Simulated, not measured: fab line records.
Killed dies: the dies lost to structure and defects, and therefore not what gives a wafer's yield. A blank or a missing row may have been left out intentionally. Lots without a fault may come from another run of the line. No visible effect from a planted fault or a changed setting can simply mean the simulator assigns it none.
Problem report in the 8D (eight disciplines) form, filled by code + flow sky130 + the parts of the form that need people (team, actions taken, sign-off) are left out

1. PROBLEM STATEMENT
Wafers without a fault read 16, standard deviation 4.4; killed-at-front-end at SKY_PAD_OPEN_PROBE_99 reads a mean of 68 on 3 wafers belonging to 2 lots. That is +12 standard deviations from the usual mean.
First seen on wafer L141.1, day 50 08:25, on prober-01. At this step, 9 wafers from 3 lots have a number in the record. By rule, "out" or "out of limits" means more than 4 standard deviations away from the usual mean. The other wafers with a number count as sound.

2. WHAT THIS IS AND IS NOT
| question                    | is                     | is not                                                                                              |
|-----------------------------|------------------------|-----------------------------------------------------------------------------------------------------|
| which readings at this step | killed-at-front-end    | killed_at_M0_to_M3, killed_at_M4_up, killed-at-contacts, killed-at-other, killed-open, killed-short |
| which lots                  | L141, L142             | L135                                                                                                |
| which wafers of those lots  | L141.1, L141.3, L142.4 | L141.6, L142.3, L142.6                                                                              |
| read on which tools         | prober-01              | -                                                                                                   |
| when                        | from day 50 08:25      | up to then (3 sound wafers); but 3 sound wafers of L141, L142 came after                            |

3. WHAT RULES OUT EACH SUSPECT
Counting: any tool at a process step up to the reading remains a suspect provided it ran every lot that is out. Sound lots after the first of them don't rule it out here, since some wafers of a struck lot are sound.
- plasma-asher-03 at SKY_LDD_HVN_STRIP_09 (strips in O2/N2): kept. Ran every lot that is out, first one L141 (day 27 12:25); last sound lot up to then L135 (day 25 02:16).
- prober-01 at SKY_PAD_OPEN_PROBE_99: kept. Ran every lot that is out, first one L141 (day 50 08:25); last sound lot up to then L135 (day 48 23:29). Out on those wafers are its own readings of killed-at-front-end.
- The sound lot-mates ran in chamber 0 of plasma-asher-03 at SKY_LDD_HVN_STRIP_09, but the wafers that are out ran in chamber 1.
After counting, plasma-asher-03 at SKY_LDD_HVN_STRIP_09 and prober-01 at SKY_PAD_OPEN_PROBE_99 remain.

4. THE CAUSE (what the simulator had put in)
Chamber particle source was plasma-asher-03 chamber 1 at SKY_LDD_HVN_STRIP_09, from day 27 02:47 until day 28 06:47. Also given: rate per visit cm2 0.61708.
2 suspects survive the count, and this tool is in that group.

5. THE EFFECT CHAIN, in route order
Rows list readings where the struck wafers' mean (over those with a number) sits beyond 3 standard deviations from the usual. Scope: only readings with a usual standard deviation given in the record; hours: median across lots of the time from each lot's start at the first step in this table that gives one to its start at this step; sigmas: change in usual standard deviations.
| hours | step                  | reading             | usual | on struck wafers | change | sigmas |
|-------|-----------------------|---------------------|-------|------------------|--------|--------|
| 0     | SKY_PAD_OPEN_PROBE_99 | killed-at-front-end | 16    | 68               | +52    | +12    |
| 0     | SKY_PAD_OPEN_PROBE_99 | killed-dies         | 89    | 134              | +45    | +4.8   |
Here are the process steps it includes:
- SKY_PAD_OPEN_PROBE_99

6. WHAT WOULD HAVE CAUGHT IT SOONER
In this record no reading fell out of limits until day 50 08:25, 558 hours after the fault had begun at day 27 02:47.
Tool readings at SKY_LDD_HVN_STRIP_09 with a usual standard deviation given in the record: none out on any struck wafer, hence no alarm at a limit of 4 standard deviations on them.
Each of the lots that are out, 2 in all, had begun SKY_LDD_HVN_STRIP_09 on plasma-asher-03 no later than day 50 08:25. Holding the tool at that point would not have protected any of them.
